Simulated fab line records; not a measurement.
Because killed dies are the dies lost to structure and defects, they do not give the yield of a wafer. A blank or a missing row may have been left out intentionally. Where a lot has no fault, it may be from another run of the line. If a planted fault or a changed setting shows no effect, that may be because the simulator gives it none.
fab line records ; flow gf180mcu
record lots=11; wafers=33; last_day=34
route steps=602 shown CONTACT@303 V1@335
lots with no fault: from the same line, run without faults
start_h: start of the lot's first displayed wafer, in hours after the record's first day ; wait_h: how many hours have passed since the lot's step before this one ; " repeats the value in the row above ; L1.1+2: a single row standing in for several wafers ; - either no value or no given start ; * or withheld: withheld ; < > ~ a bound
route shown NAME@n: NAME is a module with steps in the file, n the number in the route of the first one ; usual: average and standard deviation across the fault-free wafers ; same: alike in all rows ; chamber/n: place in a boat ; sites: per-site readings ; _std_site: how widely they spread, as a standard deviation ; _edge_site: the outer-site mean with the inner-site mean subtracted ; radius_mm: how far each site lies from the wafer's centre ; mask NAME#n: copy n ; behind: the tool/chamber that last shaped the wafer ; hold: the reason the lot was held/the length of the hold in hours/how it ended ; device: names the non-switching transistor (n, p or np) ; end of line: tests run on the same wafers once the route is complete ; a step given without rows: its recipe and nothing more ; killed: count of dies lost to structure and defects at first sort (not the wafer's yield) ; map: shows each die of a wafer: x if killed, . if not, _ if none is there
set.NAME: the setting as run; set.NAME@STEP: as run at that earlier step ; model.NAME: the simulator's own value behind a step, which no gauge read
route steps across a sampled set of lots; one table per step, one row per wafer
services: when a tool's chamber went out of use (start_h, in hours from the record's first day, below 0 if earlier), for how many hours, and the reason
## steps
# step GF_CONTACT_ETCH_16
# recipe chemistry=N2/H2; target_depth_a=withheld; overetch_a=withheld; time_s=withheld; target=BARC; ion_energy_ev=200; source_w=500; bias_w=100; pressure_mtorr=30; n2_flow_sccm=100; h2_flow_sccm=200
# usual drypump_motor_current_A=5.5/0.39; h2_flow_sccm=200.0/0.66; oes_product_au=0.854/0.005; throttle_valve_pct=13.225/0.0087
lot.wafer;tool;chamber;start_h;wait_h;drypump_motor_current_A;h2_flow_sccm;oes_product_au;throttle_valve_pct
L890.1;rie_diel-04;3;359.26;0.0;5.8;201.0;0.855;13.216
L890.3;rie_diel-04;0;359.26;0.0;5.6;199.2;0.857;13.227
L890.6;rie_diel-04;1;359.26;0.0;5.2;199.3;0.847;13.237
L894.3;rie_diel-04;2;396.25;0.0;5.8;199.2;0.854;13.241
L894.4;rie_diel-04;0;396.25;0.0;5.6;199.7;0.853;13.213
L894.5;rie_diel-04;2;396.25;0.0;5.8;199.8;0.850;13.231
L895.1;rie_diel-04;0;403.56;0.0;5.6;199.5;0.858;13.231
L895.2;rie_diel-04;3;403.56;0.0;5.8;201.2;0.860;13.222
L895.4;rie_diel-04;2;403.56;0.0;5.8;200.4;0.853;13.235
L896.1;rie_diel-02;2;415.21;0.0;5.1;200.8;0.858;13.217
L896.4;rie_diel-02;2;415.21;0.0;5.1;199.8;0.854;13.214
L896.5;rie_diel-02;3;415.21;0.0;6.1;198.1;0.858;13.240
L898.1;rie_diel-03;2;436.05;0.0;5.5;200.1;0.861;13.229
L898.4;rie_diel-03;0;436.05;0.0;5.0;200.4;0.857;13.222
L898.5;rie_diel-03;0;436.05;0.0;5.0;199.6;0.855;13.243
L904.3;rie_diel-04;3;489.85;0.0;5.8;200.5;0.849;13.226
L904.4;rie_diel-04;2;489.85;0.0;5.7;199.5;0.849;13.224
L904.5;rie_diel-04;3;489.85;0.0;5.8;200.2;0.852;13.224
L905.1;rie_diel-02;0;493.40;0.0;5.3;199.5;0.853;13.213
L905.3;rie_diel-02;3;493.40;0.0;6.1;199.3;0.860;13.224
L905.6;rie_diel-02;2;493.40;0.0;5.1;200.2;0.852;13.233
L907.1;rie_diel-02;2;513.25;0.0;5.1;199.8;0.848;13.206
L907.3;rie_diel-02;3;513.25;0.0;6.1;200.7;0.854;13.225
L907.6;rie_diel-02;1;513.25;0.0;6.2;200.4;0.851;13.221
L910.3;rie_diel-03;0;532.30;0.0;5.0;200.4;0.857;13.221
L910.4;rie_diel-03;1;532.30;0.0;5.1;201.4;0.858;13.216
L910.5;rie_diel-03;2;532.30;0.0;5.5;199.5;0.853;13.230
L912.2;rie_diel-02;2;549.55;0.0;5.1;199.3;0.850;13.238
L912.3;rie_diel-02;3;549.55;0.0;6.1;200.0;0.860;13.226
L912.6;rie_diel-02;2;549.55;0.0;5.1;199.5;0.863;13.226
L913.1;rie_diel-02;0;557.35;0.0;5.2;202.3;0.860;13.230
L913.5;rie_diel-02;0;557.35;0.0;5.3;200.7;0.852;13.224
L913.6;rie_diel-02;1;557.35;0.0;6.2;200.6;0.852;13.208
# step GF_CONTACT_CVD_24
# recipe material=W; target_thk_nm=300; time_s=90.339; temp_c=400; pressure_torr=40
# usual heater_power_w=854/50; susceptor_temp_C=400.02/0.21
lot.wafer;tool;chamber;start_h;wait_h;heater_power_w;since_wet_clean_h;susceptor_temp_C
L890.1;cvd_w-01;1;359.82;0.0;837;970;400.07
L890.3;cvd_w-01;0;359.82;0.0;860;-;400.28
L890.6;cvd_w-01;1;359.82;0.0;827;-;399.76
L894.3;cvd_w-02;1;396.85;0.1;856;-;400.11
L894.4;cvd_w-02;0;396.85;0.1;919;-;399.76
L894.5;cvd_w-02;1;396.85;0.1;876;-;400.19
L895.1;cvd_w-01;0;404.12;0.0;843;0;399.51
L895.2;cvd_w-01;1;404.12;0.0;774;0;399.85
L895.4;cvd_w-01;0;404.12;0.0;839;-;399.68
L896.1;cvd_w-02;0;415.77;0.0;945;512;400.06
L896.4;cvd_w-02;1;415.77;0.0;870;-;400.37
L896.5;cvd_w-02;1;415.77;0.0;852;-;400.18
L898.1;cvd_w-01;1;436.61;0.0;774;33;400.22
L898.4;cvd_w-01;0;436.61;0.0;834;-;400.18
L898.5;cvd_w-01;1;436.61;0.0;774;-;399.78
L904.3;cvd_w-02;1;490.49;0.1;882;-;400.04
L904.4;cvd_w-02;1;490.49;0.1;858;-;400.11
L904.5;cvd_w-02;1;490.49;0.1;876;-;399.87
L905.1;cvd_w-02;1;493.99;0.0;869;590;400.36
L905.3;cvd_w-02;1;493.99;0.0;850;-;400.28
L905.6;cvd_w-02;0;493.99;0.0;938;-;400.39
L907.1;cvd_w-02;0;513.90;0.0;911;610;400.18
L907.3;cvd_w-02;0;513.90;0.0;902;-;400.12
L907.6;cvd_w-02;0;513.90;0.0;942;-;400.19
L910.3;cvd_w-02;1;532.91;0.1;877;-;400.01
L910.4;cvd_w-02;0;532.91;0.1;915;-;399.95
L910.5;cvd_w-02;1;532.91;0.1;877;-;400.08
L912.2;cvd_w-01;1;550.11;0.0;787;146;400.15
L912.3;cvd_w-01;0;550.11;0.0;852;-;400.08
L912.6;cvd_w-01;0;550.11;0.0;818;-;400.15
L913.1;cvd_w-01;1;557.92;0.0;760;154;400.10
L913.5;cvd_w-01;0;557.92;0.0;858;-;399.88
L913.6;cvd_w-01;1;557.92;0.0;790;-;400.14
# step GF_CONTACT_CMP_27
# recipe stop_on=SiO2; down_force_psi=3.5; platen_rpm=60; t_overpolish_s=15; target_thk_nm=0; pad_velocity_m_s=0.94248
# usual motor_current_A=11.2/1.1; overpolish_run_s=15.000/0.0095; slurry_flow_ml_min=150.0/0.53; time_to_endpoint_s=73/4.1
lot.wafer;tool;chamber;start_h;wait_h;motor_current_A;overpolish_run_s;slurry_flow_ml_min;time_to_endpoint_s
L890.1;cmp-01;1;360.15;0.1;12.9;15.001;149.9;74
L890.3;cmp-01;3;360.15;0.1;11.0;14.994;150.0;82
L890.6;cmp-01;1;360.15;0.1;12.5;15.004;151.0;73
L894.3;cmp-01;1;397.10;0.0;13.3;15.009;150.5;76
L894.4;cmp-01;2;397.10;0.0;10.6;14.998;150.0;79
L894.5;cmp-01;2;397.10;0.0;10.8;15.009;149.4;79
L895.2;cmp-02;1;404.40;0.0;10.6;15.008;150.8;69
L895.4;cmp-02;3;404.40;0.0;10.0;14.997;150.6;74
L895.1;cmp-02;0;404.40;0.0;9.6;15.006;150.1;72
L896.1;cmp-01;2;416.05;0.1;11.0;15.001;150.5;74
L896.4;cmp-01;3;416.05;0.1;12.0;15.005;150.5;78
L896.5;cmp-01;2;416.05;0.1;11.1;14.995;149.7;74
L898.1;cmp-02;2;436.94;0.1;9.9;15.011;150.2;69
L898.4;cmp-02;3;436.94;0.1;10.2;15.004;150.1;75
L898.5;cmp-02;1;436.94;0.1;10.8;15.008;150.2;69
L904.3;cmp-01;3;490.81;0.0;11.5;14.993;150.5;79
L904.4;cmp-01;1;490.81;0.0;12.8;15.003;149.2;72
L904.5;cmp-01;0;490.81;0.0;13.0;15.002;150.8;77
L905.3;cmp-01;3;494.27;0.0;11.6;14.999;150.9;78
L905.1;cmp-01;0;494.27;0.0;13.1;15.009;149.8;76
L905.6;cmp-01;0;494.27;0.0;13.5;14.994;149.9;77
L907.3;cmp-02;1;514.18;0.0;10.5;15.008;150.0;68
L907.1;cmp-02;0;514.18;0.0;10.4;14.995;149.4;69
L907.6;cmp-02;2;514.18;0.0;10.0;15.013;150.0;72
L910.3;cmp-02;1;533.20;0.1;10.6;14.994;149.8;69
L910.4;cmp-02;3;533.20;0.1;10.4;15.009;149.7;76
L910.5;cmp-02;0;533.20;0.1;10.2;14.992;149.6;71
L912.3;cmp-01;0;550.49;0.1;13.1;14.986;150.3;73
L912.2;cmp-01;3;550.49;0.1;11.3;15.011;150.8;77
L912.6;cmp-01;1;550.49;0.1;12.8;14.987;149.9;71
L913.1;cmp-01;1;558.25;0.1;12.6;14.997;149.9;68
L913.5;cmp-01;0;558.25;0.1;12.6;15.004;148.8;72
L913.6;cmp-01;1;558.25;0.1;12.8;14.998;149.4;67
# step GF_V1_CVD_00
# recipe material=SiO2; target_thk_nm=600; sigma_open_frac=0.3; temp_c=400; time_s=100; sih4_flow_sccm=60; pressure_mtorr=6
# usual sih4_flow_sccm=59.99/0.18; susceptor_temp_C=400.00/0.21
lot.wafer;tool;chamber;start_h;wait_h;sih4_flow_sccm;susceptor_temp_C
L890.1;hdpcvd-02;0;383.43;0.0;59.98;400.20
L890.3;hdpcvd-02;2;383.43;0.0;59.79;400.24
L890.6;hdpcvd-02;0;383.43;0.0;60.16;400.25
L894.3;hdpcvd-02;2;422.02;0.0;60.02;400.07
L894.4;hdpcvd-02;2;422.02;0.0;60.05;400.08
L894.5;hdpcvd-02;0;422.02;0.0;59.99;400.11
L895.1;hdpcvd-01;2;429.15;0.0;59.93;400.00
L895.2;hdpcvd-01;1;429.15;0.0;59.97;399.99
L895.4;hdpcvd-01;2;429.15;0.0;59.96;399.90
L896.1;hdpcvd-02;2;440.49;0.0;60.18;399.77
L896.4;hdpcvd-02;1;440.49;0.0;59.80;399.90
L896.5;hdpcvd-02;0;440.49;0.0;60.25;400.07
L898.1;hdpcvd-02;1;462.15;0.0;59.81;400.29
L898.4;hdpcvd-02;0;462.15;0.0;59.75;400.15
L898.5;hdpcvd-02;1;462.15;0.0;60.05;400.21
L904.3;hdpcvd-02;2;516.10;0.0;71.81;399.53
L904.4;hdpcvd-02;2;516.10;0.0;71.88;399.78
L904.5;hdpcvd-02;1;516.10;0.0;72.11;399.78
L905.1;hdpcvd-02;0;518.85;0.0;72.26;399.88
L905.3;hdpcvd-02;1;518.85;0.0;71.99;400.41
L905.6;hdpcvd-02;0;518.85;0.0;72.19;399.81
L907.1;hdpcvd-01;2;538.31;0.0;59.90;400.32
L907.3;hdpcvd-01;2;538.31;0.0;60.34;400.34
L907.6;hdpcvd-01;2;538.31;0.0;59.99;399.95
L910.3;hdpcvd-01;2;557.66;0.0;59.81;400.22
L910.4;hdpcvd-01;1;557.66;0.0;60.18;399.89
L910.5;hdpcvd-01;2;557.66;0.0;60.47;400.15
L912.2;hdpcvd-01;1;574.12;0.0;59.95;400.08
L912.3;hdpcvd-01;2;574.12;0.0;59.80;400.16
L912.6;hdpcvd-01;0;574.12;0.0;60.00;400.02
L913.1;hdpcvd-01;2;581.97;0.0;60.00;399.97
L913.5;hdpcvd-01;2;581.97;0.0;60.35;400.15
L913.6;hdpcvd-01;1;581.97;0.0;60.06;400.10
# step GF_V1_THK_MEAS_01
# recipe reads=SiO2_of_V1_CVD_00
# usual V1_CVD_00_THK=605/5.6
lot.wafer;tool;chamber;start_h;wait_h;V1_CVD_00_THK[nm]
L890.1;film_metro-04;-;383.50;0.0;602
L890.3;film_metro-04;-;383.50;0.0;606
L890.6;film_metro-04;-;383.50;0.0;604
L894.3;film_metro-04;-;422.11;0.1;608
L894.4;film_metro-04;-;422.11;0.1;606
L894.5;film_metro-04;-;422.11;0.1;600
L895.1;film_metro-01;-;429.22;0.0;608
L895.2;film_metro-01;-;429.22;0.0;601
L895.4;film_metro-01;-;429.22;0.0;606
L896.1;film_metro-04;-;440.56;0.0;602
L896.4;film_metro-04;-;440.56;0.0;602
L896.5;film_metro-04;-;440.56;0.0;602
L898.1;film_metro-04;-;462.22;0.0;598
L898.4;film_metro-04;-;462.22;0.0;596
L898.5;film_metro-04;-;462.22;0.0;601
L904.3;film_metro-02;-;516.19;0.1;728
L904.4;film_metro-02;-;516.19;0.1;725
L904.5;film_metro-02;-;516.19;0.1;716
L905.1;film_metro-04;-;518.92;0.0;737
L905.3;film_metro-04;-;518.92;0.0;729
L905.6;film_metro-04;-;518.92;0.0;734
L907.1;film_metro-04;-;538.42;0.1;608
L907.3;film_metro-04;-;538.42;0.1;609
L907.6;film_metro-04;-;538.42;0.1;607
L910.3;film_metro-01;-;557.75;0.1;614
L910.4;film_metro-01;-;557.75;0.1;608
L910.5;film_metro-01;-;557.75;0.1;605
L912.2;film_metro-04;-;574.20;0.0;605
L912.3;film_metro-04;-;574.20;0.0;607
L912.6;film_metro-04;-;574.20;0.0;620
L913.1;film_metro-04;-;582.04;0.0;605
L913.5;film_metro-04;-;582.04;0.0;605
L913.6;film_metro-04;-;582.04;0.0;598
## services
tool;chamber;start_h;hours;kind
cvd_w-01;-;339.04;1.1;repair
rie_diel-04;3;365.00;3.1;repair
cmp-02;-;369.11;14.0;pm
rie_diel-02;-;377.35;0.5;repair
rie_diel-02;1;388.37;7.0;repair
cvd_w-01;-;390.00;14.0;pm
rie_diel-04;2;390.49;2.2;repair
rie_diel-04;1;392.21;17.2;repair
cmp-02;-;410.04;4.0;pm
rie_diel-02;0;412.95;2.4;repair
hdpcvd-02;-;430.79;1.3;repair
cmp-02;-;466.08;1.1;repair
cmp-01;-;467.56;4.9;pm
cvd_w-01;1;470.73;8.4;repair
cvd_w-02;0;476.31;15.3;repair
cmp-01;-;481.50;1.6;repair
hdpcvd-02;-;481.96;0.8;repair
cmp-01;-;520.55;6.6;pm
hdpcvd-01;0;537.99;20.2;repair
hdpcvd-01;-;539.25;15.0;pm
rie_diel-02;-;553.91;2.8;pm
hdpcvd-02;-;559.11;0.7;repair
cvd_w-02;0;568.20;13.0;repair
cmp-01;-;572.30;4.0;pm
## key
first_sign step=GF_V1_CVD_00; reading=sih4_flow_sccm; direction=up; sigmas=67; usual=59.99; struck=72.04
effect step=GF_V1_THK_MEAS_01; reading=V1_CVD_00_THK; direction=up; sigmas=22; usual=605; struck=728
met_at GF_V1_CVD_00
struck_lots L904,L905
not_acting_at GF_CONTACT_ETCH_16,GF_CONTACT_CVD_24,GF_CONTACT_CMP_27
onset_between 462.15 516.10
fault kind=process_parameter_drift; tool=hdpcvd-02; chamber=-; onset_h=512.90; steps=GF_V1_CVD_00; channel=sih4_flow_sccm; offset=12; shape=step; end_h=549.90; acts_in=these_recipes_only; stated=60
